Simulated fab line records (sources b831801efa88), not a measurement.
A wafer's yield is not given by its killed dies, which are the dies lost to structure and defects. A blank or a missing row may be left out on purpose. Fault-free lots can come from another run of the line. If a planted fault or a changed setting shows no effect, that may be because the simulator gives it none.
Which tool is to blame? :: flow sky130 :: route of 708 steps, sampled at 1 step: 14 lots, 42 wafers

## WHAT EACH GAUGE READ, for each wafer
SKY_LI_CONTACT_BOW_MEAS_03. Usual: LI_CONTACT_BOW typically reads 56 um, with standard deviation 7.1.
lot: L588
measured: day 27 07:01
on: filmMetro-04
LI_CONTACT_BOW (um): 55 60 62
flag: 

lot: L589
measured: day 27 22:52
on: filmMetro-04
LI_CONTACT_BOW (um): 50 58 58
flag: 

lot: L591
measured: day 28 22:50
on: filmMetro-02
LI_CONTACT_BOW (um): 44 58 52
flag: 

lot: L592
measured: day 29 06:58
on: filmMetro-03
LI_CONTACT_BOW (um): 53 52 45
flag: 

lot: L593
measured: day 29 10:23
on: filmMetro-04
LI_CONTACT_BOW (um): 45 61 55
flag: 

lot: L594
measured: day 29 17:34
on: filmMetro-03
LI_CONTACT_BOW (um): 48 56 54
flag: 

lot: L595
measured: day 30 03:53
on: filmMetro-04
LI_CONTACT_BOW (um): 59 43 54
flag: 

lot: L596
measured: day 30 13:02
on: filmMetro-04
LI_CONTACT_BOW (um): 66 62 58
flag: 

lot: L603
measured: day 33 04:40
on: filmMetro-02
LI_CONTACT_BOW (um): 50 49 59
flag: 

lot: L605
measured: day 33 13:53
on: filmMetro-04
LI_CONTACT_BOW (um): 49 65 67
flag: 

lot: L606
measured: day 33 17:29
on: filmMetro-03
LI_CONTACT_BOW (um): 54 55 63
flag: 

lot: L607
measured: day 34 05:37
on: filmMetro-04
LI_CONTACT_BOW (um): 67 65 65
flag: 

lot: L609
measured: day 34 21:56
on: filmMetro-03
LI_CONTACT_BOW (um): 50 49 69
flag: 

lot: L611
measured: day 35 12:04
on: filmMetro-04
LI_CONTACT_BOW (um): 73 58 49
flag: 

## TOOL THAT RAN EACH LOT (tool first, then ch and the chambers of the sampled wafers, then the start)
The record shows no process step preceding these readings.

## AS READ BY THE TOOLS THEMSELVES (means over the sampled wafers that have a number; for cases with no such wafer, the mark the record gives instead)
The record holds no such reading with a usual standard deviation.

## THE ANSWER, worked out from the rows above alone
Rule: lot off if the mean of its wafers having a number is beyond 3 standard deviations from the usual mean. Also off: a lot with no number at a reading for which 4 or more lots have one. Any other lot the step has rows for is counted as sound. The gauges are gone through in route order, then the tools' own readings, and for those a lot's mean is taken as printed above. The first step at which some lot is off is used, and at that step the reading that is off furthest; a lot without a number counts as furthest.
Nothing can be told from this: no lot is off at any reading shown.

## WHAT THE SIMULATOR HAD INSERTED
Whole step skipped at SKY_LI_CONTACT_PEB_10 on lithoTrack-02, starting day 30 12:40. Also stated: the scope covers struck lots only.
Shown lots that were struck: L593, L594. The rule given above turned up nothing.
